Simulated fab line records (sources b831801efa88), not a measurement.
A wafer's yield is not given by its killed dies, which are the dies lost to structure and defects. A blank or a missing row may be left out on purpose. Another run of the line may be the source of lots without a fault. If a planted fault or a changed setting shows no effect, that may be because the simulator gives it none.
The same fault as seen by 2 desks    flow gf180mcu    what lay behind the numbers comes last; until then each desk has only its own

## THE METROLOGY DESK
Lot by lot, what the gauges showed, no matter which tool ran the lot: averages of those sampled wafers that carry a number. If a lot's mean is further than 4 standard deviations from the usual mean, the lot is out of limits and carries the mark OUT (the distance appears in the brackets).
Columns: A = VT_IMPLANT_3_TW at GF_VT_IMPLANT_TW_MEAS_32, usual 275; B = MVPSD_RS at GF_VT_IMPLANT_RS_MEAS_49, usual 1167.9 ohm/sq; C = cd_nm at GF_SAB_CD_MEAS_09, usual 420.1 nm; D = CONTACT_CVD_02_THK at GF_CONTACT_THK_MEAS_03, usual 856 nm
lot   first seen here  A    B       C      D
L159  day 7 00:33      282  1165.5  420.9  862
L160  day 7 03:59      274  1167.1  420.2  860
L162  day 7 16:41      270  1166.7  417.9  842
L163  day 8 01:23      273  1170.6  421.8  834
L164  day 8 05:28      279  1171.8  419.1  864
L165  day 8 12:15      273  1171.9  420.1  861
L167  day 9 03:02      274  1171.0  420.1  851
L168  day 9 08:54      269  1177.1  417.0  845
L175  day 11 05:49     266  1164.9  419.6  842
L177  day 11 18:00     280  1167.1  421.7  868
L178  day 12 01:09     279  1166.2  423.9  852
L181  day 13 00:07     278  1166.7  418.7  867
L182  day 13 03:30     279  1167.1  422.8  853
Result from this desk: across the 13 lots, nothing is out of limits.

## FOR THE TOOL OWNER'S DESK: implanter-01
The tool's own readings at GF_MVPSD_IMPLANT_09: means of the sampled wafers that have a number, for each lot that ran on this tool. If a lot's mean is further than 4 standard deviations from the usual mean, the lot is out of limits and carries the mark OUT (the distance appears in the brackets).
Columns: A = beam_on_s at GF_MVPSD_IMPLANT_09, usual 10.01 s
lot   first seen here  A
L163  day 6 03:09      9.97
L164  day 6 05:42      9.95
L165  day 6 12:19      10.03
L168  day 7 06:56      9.97
L182  day 10 17:57     10.07
Result from this desk: across the 5 lots, nothing is out of limits.

## TAKEN TOGETHER
Nothing out of limits was seen by the metrology desk.
The tool owner's desk saw nothing out of limits.

## WHAT HAD BEEN PUT IN BY THE SIMULATOR
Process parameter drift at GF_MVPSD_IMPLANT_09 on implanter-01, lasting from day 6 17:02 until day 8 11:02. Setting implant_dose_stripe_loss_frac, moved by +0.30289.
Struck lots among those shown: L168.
